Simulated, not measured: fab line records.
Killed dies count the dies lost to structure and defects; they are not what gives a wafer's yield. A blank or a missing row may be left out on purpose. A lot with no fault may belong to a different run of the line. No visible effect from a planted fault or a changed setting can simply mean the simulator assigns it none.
A lot that was struck, set against a sound lot || flow sky130 || 15 steps out of a route of 708
Sound: these wafers, L384.1, L384.2, L384.6. Wafers struck: L383.1, L383.2, L383.4. The cause is given at the end.
Each step with rows lists, per side, the tool, then ch with its chambers, then its first start. Under that, the readings that differ: sound wafers || struck wafers || difference of the means || sigmas: that difference in standard deviations of wafers without a fault.
alike: words and numbers the same on both sides, and readings whose means are apart by under 2 such deviations; not compared: readings that were withheld, readings missing a value for some wafer, numbers with overlapping values and no deviation given by the record, and bounds like >300 which may hide the same value.
Wherever a step has rows on one side only, a row that says differs or no value, or a row with sigmas, the two part there. Numbers that have no deviation but don't overlap get no sigmas and don't part them. Lack of a reading on every wafer of one side parts them only where that side has two or more wafers.

SKY_POLY_GATE_THK_MEAS_21:
  struck on filmMetro-04, day 24 00:19; sound on filmMetro-01, day 24 09:07
  alike: POLY_GATE_OXIDATION_THK
SKY_POLY_GATE_CD_MEAS_22:
  struck on cdSem-02, day 24 00:22; sound on cdSem-02, day 24 09:11
  alike: cdNm
then, 7 steps without rows for these wafers: SKY_LDD_N_DEHYDRATE_00 (time 60 s); SKY_LDD_N_HMDS_01 (prime time 60 s); SKY_LDD_N_COAT_02 (resist thk 300 nm); SKY_LDD_N_SOFTBAKE_03 (time 60 s); SKY_LDD_N_EXPOSE_04 (exposes mask NTM, target cd 840 nm); SKY_LDD_N_PEB_05; SKY_LDD_N_DEVELOP_06 (develop time 60 s).
SKY_LDD_N_OVL_MEAS_07:
  struck on overlay-02, day 25 05:31; sound on overlay-02, day 25 14:39
  alike: LDD_N_OVL
then, 2 steps without rows for these wafers: SKY_LDD_N_IMPLANT_08; SKY_LDD_N_IMPLANT_09.
SKY_LDD_N_IMPLANT_10:
  sound on implanter-02 ch 0, day 25 14:59; struck on implanter-03 ch 0, day 25 05:51
{"reading": "beamEnergyKeV", "sound": "20.003 20.001 19.997", "struck": "18.244 18.226 18.236", "difference": -1.765, "sigmas": "-99 or more"}
{"reading": "model.implant.rpNm (nm)", "sound": "15.8 15.8 15.8", "struck": "14.63 14.63 14.63", "difference": -1.17, "sigmas": ""}
{"reading": "model.implant.drpNm (nm)", "sound": "7.212 7.212 7.212", "struck": "6.766 6.766 6.766", "difference": -0.446, "sigmas": ""}
following that, these wafers have no rows for 1 step: SKY_LDD_N_IMPLANT_11.
-- a jump in the record: the struck wafers' starts before and after are 25 days apart (it breaks off in module LDD_N and resumes in module PAD_OPEN, where the first step shown is number 708 of the route) --
SKY_PAD_OPEN_PROBE_99:
  struck on prober-01, day 50 11:22; sound on prober-02, day 50 14:38
  alike: killed_at_M0_to_M3, killed_at_M4_up, killedAtContacts, killedAtFrontEnd, killedAtOther, killedDies, killedOpen, killedShort

## WHERE THEY PART
SKY_LDD_N_IMPLANT_10 only, going by this record. Later steps at which nothing parts them and some readings are alike: SKY_PAD_OPEN_PROBE_99.

WHY: what had been put in by the simulator
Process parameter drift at SKY_LDD_N_IMPLANT_10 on implanter-03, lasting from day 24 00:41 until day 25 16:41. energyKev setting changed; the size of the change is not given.
